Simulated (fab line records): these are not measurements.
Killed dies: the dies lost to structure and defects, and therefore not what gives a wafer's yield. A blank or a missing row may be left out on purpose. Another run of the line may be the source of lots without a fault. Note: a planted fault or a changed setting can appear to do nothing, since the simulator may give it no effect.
Which tool was responsible? || flow gf180mcu || Sampling: 6 lots, 18 wafers, 2 of 602 route steps

## WHAT THE GAUGES READ, wafer by wafer
GF_DUAL_GATE_THK_MEAS_03.
{"lot": "L258", "measured": "day 8 05:35", "on": "film_metro-02", "DUAL_GATE_OXIDATION_00_THK (nm)": "10.89 10.74 10.84"}
{"lot": "L261", "measured": "day 9 03:20", "on": "film_metro-03", "DUAL_GATE_OXIDATION_00_THK (nm)": "10.85 10.87 10.74"}
{"lot": "L263", "measured": "day 9 13:14", "on": "film_metro-02", "DUAL_GATE_OXIDATION_00_THK (nm)": "10.76 10.82 10.69"}
{"lot": "L268", "measured": "day 11 02:46", "on": "film_metro-02", "DUAL_GATE_OXIDATION_00_THK (nm)": "10.81 10.63 10.77"}
{"lot": "L273", "measured": "day 12 09:32", "on": "film_metro-01", "DUAL_GATE_OXIDATION_00_THK (nm)": "9.42 9.20 9.33 9.46 9.22 9.36"}
{"lot": "L277", "measured": "day 13 13:28", "on": "film_metro-02", "DUAL_GATE_OXIDATION_00_THK (nm)": "10.57 10.56 10.69"}

## EACH LOT AND THE TOOL THAT RAN IT (in order: tool; ch and the chambers of the sampled wafers; start)
{"lot": "L258", "GF_DUAL_GATE_OXIDATION_02": "furnace-02 ch 0, day 8 04:08"}
{"lot": "L261", "GF_DUAL_GATE_OXIDATION_02": "furnace-02 ch 0, day 9 01:51"}
{"lot": "L263", "GF_DUAL_GATE_OXIDATION_02": "furnace-02 ch 0, day 9 11:46"}
{"lot": "L268", "GF_DUAL_GATE_OXIDATION_02": "furnace-02 ch 0, day 11 01:17"}
{"lot": "L273", "GF_DUAL_GATE_OXIDATION_02": "furnace-01 ch 0, day 12 08:05"}
{"lot": "L277", "GF_DUAL_GATE_OXIDATION_02": "furnace-02 ch 0, day 13 12:01"}
- GF_DUAL_GATE_OXIDATION_02: stabilise 600 s, purge 300 s, target thk 10.887 nm.

## THE ANSWER, worked out from the rows above alone
Rule: usual is defined by the lots themselves. The widest of any qualifying gaps counts: lots, ordered by their means at a reading, are off when they make up no more than a third of the lots, leave a main group of 4 or more, and stand apart from it by 3 or more times the standard deviation of that group's means. A main group whose means are all the same, to the digits that the tables above print for the reading, isn't used. Also off: a lot with no number at a reading for which 4 or more lots have one. Any other lot the step has rows for is counted as sound.
Off: L273, at GF_DUAL_GATE_THK_MEAS_03 (DUAL_GATE_OXIDATION_00_THK). Main group: mean 10.75 nm, sd 0.079.
A tool fits if, at a process step before that reading, it ran every lot that is off, and no sound lot after the first of them. The gauges at GF_DUAL_GATE_THK_MEAS_03 are tried like those tools. Undecided on this evidence; 2 tools fit (furnace-01 at GF_DUAL_GATE_OXIDATION_02, film_metro-01 at GF_DUAL_GATE_THK_MEAS_03).

## WHAT THE SIMULATOR HAD PUT IN
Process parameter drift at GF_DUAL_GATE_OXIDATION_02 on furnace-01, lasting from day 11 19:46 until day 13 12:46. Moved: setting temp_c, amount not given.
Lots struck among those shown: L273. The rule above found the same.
